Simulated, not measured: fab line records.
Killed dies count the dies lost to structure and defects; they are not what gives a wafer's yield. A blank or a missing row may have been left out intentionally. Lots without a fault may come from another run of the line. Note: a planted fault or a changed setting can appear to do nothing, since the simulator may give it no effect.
A lot that was struck, set against a sound lot :: flow sky130 :: 16 out of 708 route steps
Sound: the wafers L618.2, L618.4, L618.5. Struck: wafer L611.6 (left out: L611.2, L611.4 of the same lot, which were not struck); the cause appears at the end.
Each step with rows lists, per side, the tool, then ch with its chambers, then its first start. Under that, the readings that differ: sound wafers :: struck wafers :: difference of the means :: sigmas: that difference in standard deviations of wafers without a fault.
alike: same words and numbers on both sides, and readings whose means sit less than 2 such deviations apart. not compared: any withheld reading, any reading some wafer has no value for, any bound like >300 that may hide the same value, and any number with overlapping values for which the record gives no deviation.
Wherever a step has rows on one side only, a row that says differs or no value, or a row with sigmas, the two part there. Numbers that don't overlap but have no deviation are shown without sigmas and don't part them. Lack of a reading on every wafer of one side parts them only where that side has two or more wafers.

first, 2 steps without rows for these wafers: SKY_VT_ADJUST_PCH_PEB_05; SKY_VT_ADJUST_PCH_DEVELOP_06 (develop time 60 s).
SKY_VT_ADJUST_PCH_OVL_MEAS_07:
  sound: overlay-01 at day 14 12:51; struck: overlay-02 at day 12 07:28
  alike: VT_ADJUST_PCH_OVL
following that, these wafers have no rows for 1 step: SKY_VT_ADJUST_PCH_IMPLANT_08.
SKY_VT_ADJUST_PCH_STRIP_09: strips in O2/N2.
  sound on plasmaAsher-01 ch 0,1, day 14 13:02; struck on plasmaAsher-03 ch 0, day 12 07:38
reading: drypumpMotorCurrentA (A)
sound: 5.2 5.4 5.2
struck: 6.4
difference: +1.1
sigmas: +2
  alike: oesProductAu, stripTimeToEndpointS
  not compared: rfHoursCounterH
SKY_VT_ADJUST_PCH_TW_MEAS_10:
  sound: filmMetro-01 at day 14 13:08; struck: filmMetro-01 at day 12 07:45
  alike: VT_ADJUST_PCH_TW
then, 6 steps without rows for these wafers: SKY_SONOS_TUNNEL_DEHYDRATE_00 (time 60 s); SKY_SONOS_TUNNEL_HMDS_01 (prime time 60 s); SKY_SONOS_TUNNEL_COAT_02 (resist thk 1140 nm); SKY_SONOS_TUNNEL_SOFTBAKE_03 (time 60 s); SKY_SONOS_TUNNEL_EXPOSE_04 (exposes mask TUNM, target cd 410 nm); SKY_SONOS_TUNNEL_PEB_05.
SKY_SONOS_TUNNEL_DEVELOP_06: develop time 60 s.
  sound on lithoTrack-01 ch 0, day 15 15:50; struck on lithoTrack-02 ch 0, day 13 08:53
SKY_SONOS_TUNNEL_CD_MEAS_07: the cd target is 410 nm.
  sound: cdSem-02 at day 15 15:59; struck: cdSem-02 at day 13 09:01
reading: cdNm (nm)
sound: 409.7 407.6 408.8
struck: 217.4
difference: -191.3
sigmas: -96
SKY_SONOS_TUNNEL_OVL_MEAS_08:
  sound: overlay-02 at day 15 16:05; struck: overlay-02 at day 13 09:08
  alike: SONOS_TUNNEL_OVL
-- here the record skips 34 days between the struck wafers' starts before and after, leaving off in module SONOS_TUNNEL and picking up in module PAD_OPEN (first step shown: number 708 of the route) --
SKY_PAD_OPEN_PROBE_99:
  sound: prober-02 at day 48 23:04; struck: prober-01 at day 47 11:17
reading: killed_at_M4_up
sound: 7 8 7
struck: 3
difference: -4
sigmas: -2

reading: model.etest.sonosUncharged.rOnOhmUm
sound: 807.9 806.8 796.5
struck: 785.9
difference: -17.8
sigmas: 

reading: model.etest.sonosProgrammed.offLog10AUm
sound: -14.04 -13.96 -13.89
struck: -13.43
difference: +0.53
sigmas: 

reading: model.etest.sonosUncharged.vtV (V)
sound: -0.4627 -0.4698 -0.4673
struck: -0.5264
difference: -0.0598
sigmas: 

reading: model.etest.sonosBaked.vtV (V)
sound: 0.9708 0.9849 0.9505
struck: 0.8995
difference: -0.0692
sigmas: 
  alike: killed_at_M0_to_M3, killedAtContacts, killedAtFrontEnd, killedAtOther, killedDies, killedOpen, killedShort

## WHERE THEY PART
Last at SKY_PAD_OPEN_PROBE_99 as far as this record goes, first at SKY_VT_ADJUST_PCH_STRIP_09.

WHY: what had been put in by the simulator
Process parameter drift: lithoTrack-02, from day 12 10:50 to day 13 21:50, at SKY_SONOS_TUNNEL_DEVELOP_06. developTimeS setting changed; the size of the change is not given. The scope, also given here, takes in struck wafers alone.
